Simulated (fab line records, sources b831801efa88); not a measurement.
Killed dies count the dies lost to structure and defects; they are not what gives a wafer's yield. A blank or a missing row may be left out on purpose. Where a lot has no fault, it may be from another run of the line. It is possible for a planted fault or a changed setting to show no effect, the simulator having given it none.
A struck lot beside a sound one ; flow sfq-line ; 24 out of 325 route steps
Sound: these wafers, L692.1, L692.2, L692.4. Wafers L701.1, L701.2, L701.5 were the ones struck. At the end, the cause is stated.
For every step that has rows: the tool of each side, followed by ch and its chambers, followed by its first start. Under that, the readings that differ: sound wafers ; struck wafers ; difference of the means ; sigmas: that difference in standard deviations of wafers without a fault.
alike: readings with means less than 2 such deviations apart, plus words and numbers identical on both sides. not compared: withheld readings, readings lacking a value on some wafer, bounds such as >300 that could conceal the same value, and numbers that have no deviation in the record and whose values overlap.
The two part at a step that has a row with sigmas, a row that says differs or no value, or rows on one side only. When numbers do not overlap yet have no deviation, they are printed without sigmas and do not part them. A reading missing from all wafers of one side parts the sides only when that side holds two or more wafers.

first, 1 step without rows for these wafers: SFQ_TRILAYER_M1_STRIP_SOLV_CLEAN_044 (cleans in NMP, time 600 s).
SFQ_TRILAYER_I1_DEP_PECVD_045: deposits SiO2 from SiH4/N2O, time 111.11 s, target thk 500 nm.
  sound on pecvd-02 ch 0,1,2, day 15 20:44; struck on pecvd-01 ch 1,2, day 19 01:23
  alike: heater-power-w, throttle-valve-pct
  not compared: since-wet-clean-h
SFQ_TRILAYER_I1_CMP_CMP_046: polishes SiO2.
  sound on cmp-02 ch 0,1,3, day 16 05:22; struck on cmp-01 ch 0,1,2, day 19 01:58
  alike: head-pressure-psi, motor-current-A, time-to-endpoint-s
SFQ_I1_BOW_MEAS_912:
  struck on film-metro-02, day 19 04:28; sound on film-metro-04, day 16 07:52
  alike: I1_BOW
SFQ_TRILAYER_I1_METRO_MEASURE_047:
  struck on film-metro-02, day 19 04:35; sound on film-metro-04, day 16 07:59
  alike: thk-nm
then, 6 steps without rows for these wafers: SFQ_TRILAYER_I1_VIA_LITHO_COAT_054 (resist thk 62 nm); SFQ_TRILAYER_I1_VIA_LITHO_COAT_049 (resist thk 650 nm); SFQ_TRILAYER_I1_VIA_LITHO_SOFTBAKE_053; SFQ_TRILAYER_I1_VIA_LITHO_EXPOSE_050 (exposes mask I1, target cd 500 nm); SFQ_TRILAYER_I1_VIA_LITHO_PEB_052 (peb time 60 s); SFQ_TRILAYER_I1_VIA_LITHO_DEVELOP_051 (time 60 s).
-- the record jumps here: 5 days lie between the struck wafers' starts before and after --
SFQ_I1_OVL_MEAS_913:
  struck on overlay-02, day 24 14:50; sound on overlay-01, day 21 16:14
  alike: I1_OVL
SFQ_TRILAYER_I1_VIA_BARC_OPEN_VIA_ETCH_071: etches BARC in O2, target depth 125 nm, time 41.7 s.
  sound on rie-diel-02 ch 2,3, day 21 16:16; struck on rie-diel-01 ch 1,2,3, day 24 14:52
  no value came back on the struck wafers for bias-w (W), chamber-pressure-mTorr (mTorr), drypump-motor-current-A (A), oes-product-au (a.u.); on the sound wafers bias-w (W) reads 79.97 80.04 79.64
reading;sound;struck;difference;sigmas
model.KrF_of_TRILAYER_I1_VIA_LITHO_COAT_049.thk-nm (nm);568.8 571.6 571.3;629.3 627.8 626;+57.1;
  not compared: rf-hours-counter-h
SFQ_TRILAYER_I1_VIA_ETCH_VIA_ETCH_052: etches SiO2 in CHF3, stops on Nb, target depth 260 nm.
  sound on rie-diel-02 ch 2,3, day 21 16:19; struck on rie-diel-01 ch 1,2,3, day 24 14:55
reading;sound;struck;difference;sigmas
oes-product-au (a.u.);0.854 0.858 0.847;0.373 0.368 0.371;-0.482;-95
model.KrF_of_TRILAYER_I1_VIA_LITHO_COAT_049.thk-nm (nm);525.1 527.2 527.8;584.5 582.8 580.4;+55.9;
  alike: bias-w, chamber-pressure-mTorr, drypump-motor-current-A
SFQ_TRILAYER_I1_VIA_STRIP_STRIP_053: strips in O2.
  sound on rie-metal-01 ch 0,1, day 21 16:25; struck on rie-metal-01 ch 0,1, day 24 15:01
  alike: drypump-motor-current-A, oes-product-au
  not compared: rf-hours-counter-h
then, 2 steps without rows for these wafers: SFQ_TRILAYER_I1_VIA_STRIP_SOLV_CLEAN_054 (cleans in NMP, time 600 s); SFQ_TRILAYER_M2_DEP_PRE_CLEAN_056 (time 22.5 s).
SFQ_TRILAYER_M2_DEP_SPUTTER_055: material Nb, target thk 200 nm, time 133.3 s.
  struck on pvd-sputter-04, day 24 15:49; sound on pvd-sputter-06, day 21 17:14
  alike: chamber-pressure-pa, throttle-valve-pct
SFQ_M2_RS_MEAS_914: measurement is done with a four-point probe.
  struck on film-metro-04, day 24 15:55; sound on film-metro-02, day 21 17:20
  alike: M2_NB_RS
then, 3 steps without rows for these wafers: SFQ_TRILAYER_M2_LITHO_COAT_062 (resist thk 62 nm); SFQ_TRILAYER_M2_LITHO_COAT_057 (resist thk 600 nm); SFQ_TRILAYER_M2_LITHO_SOFTBAKE_061.
-- the record jumps here: 2 days lie between the struck wafers' starts before and after --
SFQ_TRILAYER_M2_LITHO_EXPOSE_058: exposes mask M2, target cd 500 nm.
  sound on krf-scanner-01 ch 0, day 24 04:07; struck on krf-scanner-01, day 26 23:54
  no value came back on the struck wafers for exposure-dose-mJ-cm2, focus-offset-nm (nm); on the sound wafers exposure-dose-mJ-cm2 reads 14.412 14.402 14.393
  alike: mask
then, 1 step without rows for these wafers: SFQ_TRILAYER_M2_LITHO_PEB_060 (peb time 60 s).

## WHERE THEY PART
Earliest at SFQ_TRILAYER_I1_VIA_BARC_OPEN_VIA_ETCH_071; latest, in this record, at SFQ_TRILAYER_M2_LITHO_EXPOSE_058.

WHY: what had been put in by the simulator
Beginning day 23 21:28, the whole step at SFQ_TRILAYER_I1_VIA_BARC_OPEN_VIA_ETCH_071 was skipped on rie-diel-01. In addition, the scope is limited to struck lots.
